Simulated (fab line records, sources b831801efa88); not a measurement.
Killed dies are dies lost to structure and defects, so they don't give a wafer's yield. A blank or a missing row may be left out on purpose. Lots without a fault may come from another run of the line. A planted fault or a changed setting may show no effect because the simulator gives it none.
Chamber matching | flow gf180mcu | GF_V4_CMP_04 on cmp-02: 4 sister chambers
The step polishes SiO2. 4 wafers are shown with their chamber, then 8 later ones without.

WAFERS WITH THEIR CHAMBER
wafer  | chamber | motor_current_A (A)
L924.3 | 3       | 13.5
L926.2 | 1       | 9.7
L926.5 | 2       | 14.4
L934.2 | 0       | 10.8

WAFERS WITHOUT THEIR CHAMBER
wafer  | motor_current_A (A)
L934.4 | 9.6
L934.5 | 9.9
L939.2 | 13.5
L939.4 | 13.7
L939.6 | 10.9
L945.1 | 11.2
L945.3 | 12.9
L945.4 | 13.8

WHICH CHAMBER EACH WENT THROUGH
wafer  | from the rows above     | in truth
L934.4 | 1                       | 1
L934.5 | 1                       | 1
L939.2 | 3                       | 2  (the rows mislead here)
L939.4 | can't be placed: 3 or 2 | 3
L939.6 | 0                       | 0
L945.1 | 0                       | 0
L945.3 | 3                       | 3
L945.4 | can't be placed: 3 or 2 | 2
Placed correctly: 5 of 8. Can't be placed from these rows: 2 (the true chamber is among the candidates in 2). Placed wrongly: 1.
How it was worked out, from the rows above alone: a wafer's distance from a chamber is the root of the sum, over the readings, of the square of ((its reading less the chamber's mean) divided by the reading's scatter). The wafer belongs to the nearest chamber; if the next one is less than 2 further off, it can't be placed. A chamber's mean is the mean of its shown wafers. The scatter: with one shown wafer a chamber, the root of the mean of the squares of how far each hidden wafer lies from its nearest shown one.
